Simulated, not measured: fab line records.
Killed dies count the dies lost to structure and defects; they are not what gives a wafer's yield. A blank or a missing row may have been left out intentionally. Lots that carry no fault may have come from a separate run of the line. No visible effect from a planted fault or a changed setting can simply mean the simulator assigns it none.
What tool caused it? || flow gf180mcu || 39 wafers from 13 lots sampled at 5 of the route's 602 steps

== WHAT THE GAUGES SHOWED, per wafer ==
GF_STI_THK_MEAS_04. Usual: STI_CVD_03_THK 207.4 nm, standard deviation 2.1.
{"lot": "L570", "measured": "day 1 13:34", "on": "film-metro-02", "STI_CVD_03_THK (nm)": "207.7 210.6 207.9", "flag": ""}
{"lot": "L573", "measured": "day 2 04:34", "on": "film-metro-02", "STI_CVD_03_THK (nm)": "206.8 207.4 208.8", "flag": ""}
{"lot": "L574", "measured": "day 2 09:49", "on": "film-metro-03", "STI_CVD_03_THK (nm)": "204.5 205.0 205.0", "flag": ""}
{"lot": "L575", "measured": "day 2 14:34", "on": "film-metro-03", "STI_CVD_03_THK (nm)": "208.5 208.3 206.9", "flag": ""}
{"lot": "L576", "measured": "day 2 19:38", "on": "film-metro-04", "STI_CVD_03_THK (nm)": "207.5 207.9 208.0", "flag": ""}
{"lot": "L578", "measured": "day 3 05:34", "on": "film-metro-03", "STI_CVD_03_THK (nm)": "206.0 206.2 206.8", "flag": ""}
{"lot": "L579", "measured": "day 3 10:56", "on": "film-metro-04", "STI_CVD_03_THK (nm)": "206.9 207.7 208.6", "flag": ""}
{"lot": "L580", "measured": "day 3 17:17", "on": "film-metro-04", "STI_CVD_03_THK (nm)": "203.0 203.2 201.7", "flag": ""}
{"lot": "L581", "measured": "day 3 21:16", "on": "film-metro-02", "STI_CVD_03_THK (nm)": "206.3 208.6 209.3", "flag": ""}
{"lot": "L587", "measured": "day 5 07:27", "on": "film-metro-04", "STI_CVD_03_THK (nm)": "213.3 212.0 213.0", "flag": ""}
{"lot": "L590", "measured": "day 5 22:14", "on": "film-metro-04", "STI_CVD_03_THK (nm)": "208.3 207.7 210.3", "flag": ""}
{"lot": "L591", "measured": "day 6 05:00", "on": "film-metro-02", "STI_CVD_03_THK (nm)": "203.8 205.7 205.5", "flag": ""}
{"lot": "L592", "measured": "day 6 04:59", "on": "film-metro-03", "STI_CVD_03_THK (nm)": "204.7 205.1 204.9", "flag": ""}

GF_V2_OVL_MEAS_15. Usual: V2_OVL 2 nm, standard deviation 5.2.
{"lot": "L570", "measured": "day 19 20:14", "on": "overlay-01", "V2_OVL (nm)": "-5 2 0", "flag": ""}
{"lot": "L573", "measured": "day 21 03:20", "on": "overlay-02", "V2_OVL (nm)": "-7 -5 -10", "flag": ""}
{"lot": "L574", "measured": "day 21 07:08", "on": "overlay-02", "V2_OVL (nm)": "3 9 9", "flag": ""}
{"lot": "L575", "measured": "day 21 14:51", "on": "overlay-01", "V2_OVL (nm)": "4 10 10", "flag": ""}
{"lot": "L576", "measured": "day 22 06:53", "on": "overlay-01", "V2_OVL (nm)": "3 1 2", "flag": ""}
{"lot": "L578", "measured": "day 23 06:53", "on": "overlay-01", "V2_OVL (nm)": "-1 -5 -3", "flag": ""}
{"lot": "L579", "measured": "day 23 20:44", "on": "overlay-02", "V2_OVL (nm)": "9 5 5", "flag": ""}
{"lot": "L580", "measured": "day 24 01:38", "on": "overlay-01", "V2_OVL (nm)": "4 12 9", "flag": ""}
{"lot": "L581", "measured": "day 24 19:15", "on": "overlay-01", "V2_OVL (nm)": "7 9 14", "flag": ""}
{"lot": "L587", "measured": "day 27 00:08", "on": "overlay-02", "V2_OVL (nm)": "-6 0 2", "flag": ""}
{"lot": "L590", "measured": "day 27 10:17", "on": "overlay-02", "V2_OVL (nm)": "1 2 2", "flag": ""}
{"lot": "L591", "measured": "day 27 18:54", "on": "overlay-01", "V2_OVL (nm)": "1 5 7", "flag": ""}
{"lot": "L592", "measured": "day 27 16:11", "on": "overlay-01", "V2_OVL (nm)": "1 3 6", "flag": ""}

== WHAT TOOL EACH LOT RAN ON (gives the tool, then ch and the chambers of the sampled wafers, and finally the start) ==
{"lot": "L570", "GF_STI_CVD_03": "lpcvd-02 ch 0, day 1 11:34", "GF_M1_SPUTTER_02": "pvd-sputter-03, day 15 20:34", "GF_M1_STRIP_17": "plasma-asher-03 ch 1, day 16 18:05"}
{"lot": "L573", "GF_STI_CVD_03": "lpcvd-01 ch 0, day 2 02:34", "GF_M1_SPUTTER_02": "pvd-sputter-03, day 17 00:16", "GF_M1_STRIP_17": "plasma-asher-04 ch 0,1, day 17 23:39"}
{"lot": "L574", "GF_STI_CVD_03": "lpcvd-01 ch 1, day 2 07:49", "GF_M1_SPUTTER_02": "pvd-sputter-04, day 17 02:26", "GF_M1_STRIP_17": "plasma-asher-03 ch 0,1, day 18 02:32"}
{"lot": "L575", "GF_STI_CVD_03": "lpcvd-02 ch 1, day 2 12:34", "GF_M1_SPUTTER_02": "pvd-sputter-01, day 17 09:24", "GF_M1_STRIP_17": "plasma-asher-04 ch 0,1, day 18 09:33"}
{"lot": "L576", "GF_STI_CVD_03": "lpcvd-01 ch 0, day 2 17:38", "GF_M1_SPUTTER_02": "pvd-sputter-01, day 18 02:03", "GF_M1_STRIP_17": "plasma-asher-03 ch 0,1, day 19 02:23"}
{"lot": "L578", "GF_STI_CVD_03": "lpcvd-02 ch 0, day 3 03:34", "GF_M1_SPUTTER_02": "pvd-sputter-01, day 19 02:50", "GF_M1_STRIP_17": "plasma-asher-03 ch 0, day 20 03:33"}
{"lot": "L579", "GF_STI_CVD_03": "lpcvd-01 ch 1, day 3 08:56", "GF_M1_SPUTTER_02": "pvd-sputter-04, day 19 19:22", "GF_M1_STRIP_17": "plasma-asher-03 ch 0,1, day 20 19:51"}
{"lot": "L580", "GF_STI_CVD_03": "lpcvd-02 ch 0, day 3 15:17", "GF_M1_SPUTTER_02": "pvd-sputter-03, day 20 00:20", "GF_M1_STRIP_17": "plasma-asher-02 ch 0,1, day 20 23:47"}
{"lot": "L581", "GF_STI_CVD_03": "lpcvd-01 ch 0, day 3 19:15", "GF_M1_SPUTTER_02": "pvd-sputter-04, day 20 19:48", "GF_M1_STRIP_17": "plasma-asher-03 ch 0,1, day 21 19:53"}
{"lot": "L587", "GF_STI_CVD_03": "lpcvd-01 ch 0, day 5 05:28", "GF_M1_SPUTTER_02": "pvd-sputter-01, day 23 04:18", "GF_M1_STRIP_17": "plasma-asher-03 ch 1, day 24 03:03"}
{"lot": "L590", "GF_STI_CVD_03": "lpcvd-02 ch 0, day 5 20:14", "GF_M1_SPUTTER_02": "pvd-sputter-01, day 23 16:23", "GF_M1_STRIP_17": "plasma-asher-02 ch 0,1, day 24 14:58"}
{"lot": "L591", "GF_STI_CVD_03": "lpcvd-02 ch 0, day 6 02:59", "GF_M1_SPUTTER_02": "pvd-sputter-01, day 24 02:48", "GF_M1_STRIP_17": "plasma-asher-03 ch 0,1, day 25 00:49"}
{"lot": "L592", "GF_STI_CVD_03": "lpcvd-02 ch 0, day 6 02:59", "GF_M1_SPUTTER_02": "pvd-sputter-01, day 23 22:36", "GF_M1_STRIP_17": "plasma-asher-04 ch 0,1, day 24 21:03"}
- GF_STI_CVD_03: deposits Si3N4 from DCS/NH3, target thk 207.16 nm, time 3551 s.
- GF_M1_SPUTTER_02: material AlCu, target thk 450 nm, time 23.9 s.
- GF_M1_STRIP_17: strips in O2/N2.

== WHAT THE TOOLS THEMSELVES READ (means of the sampled wafers that have a number; where no wafer has one, the mark that the record gives instead) ==
GF_STI_CVD_03. Usual: zone-power-top-pct at 24.1 %, with a standard deviation of 2.4.
{"lot": "L570", "tool": "lpcvd-02", "zone-power-top-pct (%)": 22.6, "flag": ""}
{"lot": "L573", "tool": "lpcvd-01", "zone-power-top-pct (%)": 28.1, "flag": ""}
{"lot": "L574", "tool": "lpcvd-01", "zone-power-top-pct (%)": 23.0, "flag": ""}
{"lot": "L575", "tool": "lpcvd-02", "zone-power-top-pct (%)": 22.9, "flag": ""}
{"lot": "L576", "tool": "lpcvd-01", "zone-power-top-pct (%)": 28.3, "flag": ""}
{"lot": "L578", "tool": "lpcvd-02", "zone-power-top-pct (%)": 22.8, "flag": ""}
{"lot": "L579", "tool": "lpcvd-01", "zone-power-top-pct (%)": 22.9, "flag": ""}
{"lot": "L580", "tool": "lpcvd-02", "zone-power-top-pct (%)": 22.7, "flag": ""}
{"lot": "L581", "tool": "lpcvd-01", "zone-power-top-pct (%)": 28.5, "flag": ""}
{"lot": "L587", "tool": "lpcvd-01", "zone-power-top-pct (%)": 28.0, "flag": ""}
{"lot": "L590", "tool": "lpcvd-02", "zone-power-top-pct (%)": 22.8, "flag": ""}
{"lot": "L591", "tool": "lpcvd-02", "zone-power-top-pct (%)": 22.6, "flag": ""}
{"lot": "L592", "tool": "lpcvd-02", "zone-power-top-pct (%)": 22.6, "flag": ""}

GF_M1_SPUTTER_02. Usual: throttle-valve-pct at 29.7 %, with a standard deviation of 1.5.
{"lot": "L570", "tool": "pvd-sputter-03", "throttle-valve-pct (%)": 30.0, "flag": ""}
{"lot": "L573", "tool": "pvd-sputter-03", "throttle-valve-pct (%)": 28.7, "flag": ""}
{"lot": "L574", "tool": "pvd-sputter-04", "throttle-valve-pct (%)": 29.7, "flag": ""}
{"lot": "L575", "tool": "pvd-sputter-01", "throttle-valve-pct (%)": 31.1, "flag": ""}
{"lot": "L576", "tool": "pvd-sputter-01", "throttle-valve-pct (%)": 30.5, "flag": ""}
{"lot": "L578", "tool": "pvd-sputter-01", "throttle-valve-pct (%)": 29.4, "flag": ""}
{"lot": "L579", "tool": "pvd-sputter-04", "throttle-valve-pct (%)": 29.6, "flag": ""}
{"lot": "L580", "tool": "pvd-sputter-03", "throttle-valve-pct (%)": 29.0, "flag": ""}
{"lot": "L581", "tool": "pvd-sputter-04", "throttle-valve-pct (%)": 29.1, "flag": ""}
{"lot": "L587", "tool": "pvd-sputter-01", "throttle-valve-pct (%)": 31.1, "flag": ""}
{"lot": "L590", "tool": "pvd-sputter-01", "throttle-valve-pct (%)": 31.8, "flag": ""}
{"lot": "L591", "tool": "pvd-sputter-01", "throttle-valve-pct (%)": 30.1, "flag": ""}
{"lot": "L592", "tool": "pvd-sputter-01", "throttle-valve-pct (%)": 29.3, "flag": ""}

GF_M1_STRIP_17. Usual: drypump-motor-current-A 5.6 A, standard deviation 0.4; heater-power-w 338 W, standard deviation 24; o2-flow-sccm 2999 sccm, standard deviation 9.3; oes-product-au 0.538 a.u., standard deviation 0.0047; platen-temp-c 250.03 C, standard deviation 0.19; strip-time-to-endpoint-s 7.41 s, standard deviation 0.043.
{"lot": "L570", "tool": "plasma-asher-03", "drypump-motor-current-A (A)": 6.0, "heater-power-w (W)": 359, "o2-flow-sccm (sccm)": 3002, "oes-product-au (a.u.)": 0.542, "platen-temp-c (C)": 249.96, "strip-time-to-endpoint-s (s)": 7.44, "flag": ""}
{"lot": "L573", "tool": "plasma-asher-04", "drypump-motor-current-A (A)": 5.5, "heater-power-w (W)": 330, "o2-flow-sccm (sccm)": 3005, "oes-product-au (a.u.)": 0.536, "platen-temp-c (C)": 250.00, "strip-time-to-endpoint-s (s)": 7.47, "flag": ""}
{"lot": "L574", "tool": "plasma-asher-03", "drypump-motor-current-A (A)": 5.9, "heater-power-w (W)": 325, "o2-flow-sccm (sccm)": 2990, "oes-product-au (a.u.)": 0.539, "platen-temp-c (C)": 249.88, "strip-time-to-endpoint-s (s)": 7.41, "flag": ""}
{"lot": "L575", "tool": "plasma-asher-04", "drypump-motor-current-A (A)": 5.6, "heater-power-w (W)": 331, "o2-flow-sccm (sccm)": 3009, "oes-product-au (a.u.)": 0.534, "platen-temp-c (C)": 249.98, "strip-time-to-endpoint-s (s)": 7.40, "flag": ""}
{"lot": "L576", "tool": "plasma-asher-03", "drypump-motor-current-A (A)": 5.9, "heater-power-w (W)": 336, "o2-flow-sccm (sccm)": 2992, "oes-product-au (a.u.)": 0.537, "platen-temp-c (C)": 249.95, "strip-time-to-endpoint-s (s)": 7.38, "flag": ""}
{"lot": "L578", "tool": "plasma-asher-03", "drypump-motor-current-A (A)": 5.9, "heater-power-w (W)": 322, "o2-flow-sccm (sccm)": 2996, "oes-product-au (a.u.)": 0.538, "platen-temp-c (C)": 250.20, "strip-time-to-endpoint-s (s)": 7.46, "flag": ""}
{"lot": "L579", "tool": "plasma-asher-03", "drypump-motor-current-A (A)": 5.9, "heater-power-w (W)": 342, "o2-flow-sccm (sccm)": 3008, "oes-product-au (a.u.)": 0.535, "platen-temp-c (C)": 250.30, "strip-time-to-endpoint-s (s)": 7.41, "flag": ""}
{"lot": "L580", "tool": "plasma-asher-02", "drypump-motor-current-A (A)": 5.3, "heater-power-w (W)": 336, "o2-flow-sccm (sccm)": 2999, "oes-product-au (a.u.)": 0.535, "platen-temp-c (C)": 250.04, "strip-time-to-endpoint-s (s)": 7.39, "flag": ""}
{"lot": "L581", "tool": "plasma-asher-03", "drypump-motor-current-A (A)": 5.9, "heater-power-w (W)": 333, "o2-flow-sccm (sccm)": 2988, "oes-product-au (a.u.)": 0.541, "platen-temp-c (C)": 250.08, "strip-time-to-endpoint-s (s)": 7.41, "flag": ""}
{"lot": "L587", "tool": "plasma-asher-03", "drypump-motor-current-A (A)": 6.0, "heater-power-w (W)": 354, "o2-flow-sccm (sccm)": 2999, "oes-product-au (a.u.)": 0.535, "platen-temp-c (C)": 250.34, "strip-time-to-endpoint-s (s)": 7.39, "flag": ""}
{"lot": "L590", "tool": "plasma-asher-02", "drypump-motor-current-A (A)": 5.1, "heater-power-w (W)": 323, "o2-flow-sccm (sccm)": 2994, "oes-product-au (a.u.)": 0.540, "platen-temp-c (C)": 249.84, "strip-time-to-endpoint-s (s)": 7.45, "flag": ""}
{"lot": "L591", "tool": "plasma-asher-03", "drypump-motor-current-A (A)": 5.9, "heater-power-w (W)": 338, "o2-flow-sccm (sccm)": 3004, "oes-product-au (a.u.)": 0.538, "platen-temp-c (C)": 250.02, "strip-time-to-endpoint-s (s)": 7.43, "flag": ""}
{"lot": "L592", "tool": "plasma-asher-04", "drypump-motor-current-A (A)": 5.5, "heater-power-w (W)": 331, "o2-flow-sccm (sccm)": 3002, "oes-product-au (a.u.)": 0.541, "platen-temp-c (C)": 250.02, "strip-time-to-endpoint-s (s)": 7.43, "flag": ""}

== THE ANSWER, worked out from the rows above alone ==
Rule: a lot is off if the mean of its wafers that have a number lies more than 3 standard deviations from the usual mean. A lot without any number at a reading at which 4 lots or more have one is off too. Any other lot the step has rows for is counted as sound. Order of review: gauges by route order, followed by the tools' own readings, for which a lot's mean as printed above is used. The first step at which some lot is off is used, and at that step the reading that is off furthest; a lot without a number counts as furthest.
Across all readings shown, no lot is off: no conclusion can be drawn from this.

== WHAT HAD BEEN PUT IN BY THE SIMULATOR ==
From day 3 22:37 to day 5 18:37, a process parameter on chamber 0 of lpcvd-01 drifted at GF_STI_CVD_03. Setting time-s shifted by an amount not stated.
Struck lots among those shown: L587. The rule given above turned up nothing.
